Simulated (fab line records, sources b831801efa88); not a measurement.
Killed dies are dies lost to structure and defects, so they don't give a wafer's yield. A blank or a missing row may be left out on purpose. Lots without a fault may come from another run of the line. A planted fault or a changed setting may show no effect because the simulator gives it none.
A struck lot beside a sound one | flow gf180mcu | 21 steps out of a route of 602
Sound: wafers L880.2, L880.3, L880.4. Struck: wafers L900.1, L900.3, L900.5. The cause comes at the end.
At each step with rows: each side's tool, then ch and its chambers, then its first start. Under that, the readings that differ: sound wafers | struck wafers | difference of the means | sigmas: that difference in standard deviations of wafers without a fault.
alike: readings whose means differ by less than 2 such deviations, and words and numbers that are the same on both sides. not compared: withheld readings, readings that some wafer has no value for, bounds like >300 that may hide the same value, and numbers for which the record gives no deviation and whose values overlap.
The two part at a step that has a row with sigmas, a row that says differs or no value, or rows on one side only. Numbers that don't overlap but have no deviation are shown without sigmas and don't part them. A reading that every wafer of one side lacks parts them only if that side has two wafers or more.

first, 2 steps without rows for these wafers: GF_M2_CLEAN_19 (cleans in DIW); GF_V2_CVD_00 (deposits SiO2, target thk 600 nm, time 100 s).
GF_V2_THK_MEAS_01:
  sound on film_metro-01, day 20 10:02; struck on film_metro-02, day 27 02:07
  alike: V2_CVD_00_THK
GF_V2_CVD_02: deposits SiO2 from TEOS, target thk 850 nm, time 94.851 s.
  sound on pecvd-04 ch 0,1, day 20 10:05; struck on pecvd-02 ch 0,1,2, day 27 02:10
  alike: heater_power_w
  not compared: since_wet_clean_h
GF_V2_THK_MEAS_03:
  sound on film_metro-04, day 20 10:10; struck on film_metro-01, day 27 02:14
  alike: V2_CVD_02_THK
GF_V2_CMP_04: polishes SiO2.
  sound on cmp-02 ch 0,1,2, day 20 10:16; struck on cmp-01 ch 0,3, day 27 02:21
  alike: motor_current_A, time_to_endpoint_s
GF_V2_BOW_MEAS_05:
  sound on film_metro-01, day 20 10:32; struck on film_metro-01, day 27 02:36
  alike: V2_BOW
then, 5 steps without rows for these wafers: GF_V2_DEHYDRATE_06 (time 60 s); GF_V2_HMDS_07 (prime time 60 s); GF_V2_COAT_08; GF_V2_COAT_09 (resist thk 1000 nm); GF_V2_SOFTBAKE_10 (time 60 s).
GF_V2_EXPOSE_11: exposes mask Via2, target cd 260 nm.
  sound on krf_scanner-01 ch 0, day 20 23:20; struck on krf_scanner-02 ch 0, day 27 13:10
  reading              | sound             | struck            | difference | sigmas
  exposure_dose_mJ_cm2 | 37.95 37.98 37.95 | 37.69 37.65 37.64 | -0.30      | -8
  alike: mask
then, 2 steps without rows for these wafers: GF_V2_PEB_12 (peb time 90 s); GF_V2_DEVELOP_13 (develop time 60 s).
GF_V2_CD_MEAS_14: target cd 260 nm.
  sound on cd_sem-01, day 21 11:33; struck on cd_sem-01, day 27 23:07
  reading    | sound             | struck            | difference | sigmas
  cd_nm (nm) | 258.5 258.9 259.6 | 267.3 263.0 265.5 | +6.3       | +6
GF_V2_OVL_MEAS_15:
  sound on overlay-02, day 21 11:39; struck on overlay-01, day 27 23:14
  alike: V2_OVL
GF_V2_ETCH_16: etches BARC in N2/H2.
  sound on rie_diel-03 ch 0,1,3, day 21 11:41; struck on rie_diel-02 ch 0,1,3, day 27 23:17
  reading             | sound             | struck            | difference | sigmas
  model.V2.cd_nm (nm) | 259.8 259.7 258.8 | 266.9 261.5 267.7 | +5.9       |
  alike: drypump_motor_current_A, oes_product_au, throttle_valve_pct
GF_V2_ETCH_17: etches SiO2 in C4F8/O2/Ar, stops on TiN, target depth 630 nm.
  sound on rie_diel-03 ch 0,1,3; struck on rie_diel-02 ch 0,1,3
  reading             | sound             | struck          | difference | sigmas
  model.V2.cd_nm (nm) | 259.8 259.3 260.5 | 267.2 262 267.5 | +5.7       |
  alike: oes_product_au
GF_V2_STRIP_18: strips in O2/N2.
  sound on plasma_asher-03 ch 0,1, day 21 11:49; struck on plasma_asher-02 ch 0,1, day 27 23:25
  alike: drypump_motor_current_A, heater_power_w, oes_product_au
  not compared: rf_hours_counter_h
-- the record jumps here: 7 days lie between the struck wafers' starts before and after (it left off in module V2 and takes up again in module PASSIVATION, whose first step shown is number 602 of the route) --
GF_PASSIVATION_PROBE_99:
  the record has rows for the struck wafers here (prober-01, day 35 00:20) and none for the sound ones

WHERE THEY PART
First at GF_V2_EXPOSE_11; last, within this record, at GF_PASSIVATION_PROBE_99.

WHY: what the simulator had put in
Process parameter drift: krf_scanner-02, from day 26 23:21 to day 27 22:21, at GF_V2_EXPOSE_11. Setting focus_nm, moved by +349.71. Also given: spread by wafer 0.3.
